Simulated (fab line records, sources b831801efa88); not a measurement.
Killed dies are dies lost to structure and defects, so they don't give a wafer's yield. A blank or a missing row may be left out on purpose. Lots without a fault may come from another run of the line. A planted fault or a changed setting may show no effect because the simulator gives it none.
One fault seen from 2 desks | flow gf180mcu | each desk has only its own numbers; what lay behind them comes last

THE METROLOGY DESK
What the gauges read, lot by lot, whatever tool the lot ran on: means of the sampled wafers that have a number. A lot is out of limits, marked OUT, if its mean lies more than 4 standard deviations from the usual mean; the brackets give that distance.
Columns: A = cd_nm at GF_V2_CD_MEAS_14, usual 260.1 nm
lot  | first seen here | A
L377 | day 20 23:41    | 260.1
L378 | day 21 00:20    | 261.7
L379 | day 21 12:14    | 260.8
L380 | day 21 18:45    | 261.6
L381 | day 21 23:41    | 259.7
L382 | day 22 01:50    | 259.6
L385 | day 23 11:19    | 258.6
L386 | day 24 05:38    | 259.9
L387 | day 24 07:51    | 260.1
L393 | day 25 20:46    | 261.2
L395 | day 26 10:37    | 261.0
L398 | day 27 11:32    | 260.7
L399 | day 27 18:46    | 262.1
L400 | day 27 23:38    | 259.1
This desk's finding: nothing out of limits on any of the 14 lots.

THE TOOL OWNER'S DESK: litho_track-03
The tool's own readings at GF_VT_IMPLANT_DEVELOP_28 (develop time 60 s): means of the sampled wafers that have a number, for each lot that ran on this tool. A lot is out of limits, marked OUT, if its mean lies more than 4 standard deviations from the usual mean; the brackets give that distance.
Columns: A = developer_temp_C at GF_VT_IMPLANT_DEVELOP_28, usual 23.01 C
lot  | first seen here | A
L377 | day 7 07:49     | 23.04
L380 | day 7 22:39     | 23.05
L381 | day 8 02:07     | 23.07
L385 | day 9 03:46     | 23.13
L386 | day 9 15:13     | 22.02 (-10) OUT
L387 | day 9 15:54     | 22.10 (-9.4) OUT
This desk's finding: out of limits on L386, L387; first on L386, day 9 15:13 (developer_temp_C at GF_VT_IMPLANT_DEVELOP_28). In limits: L377, L380, L381, L385.

PUT TOGETHER
The tool owner's desk could have raised an alarm at day 9 15:13, on L386, L387.
The metrology desk saw nothing out of limits.
The metrology desk has L386, L387 on record, within its limits.
Of the lots named, all ran GF_VT_IMPLANT_DEVELOP_28 on litho_track-03.

WHAT THE SIMULATOR HAD PUT IN
Process parameter drift: litho_track-03, from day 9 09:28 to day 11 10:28, at GF_VT_IMPLANT_DEVELOP_28. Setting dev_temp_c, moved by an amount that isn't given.
Lots struck among those shown: L386, L387.
Hours from the fault's start to each desk's first reading out of limits: the tool owner's desk, 6.
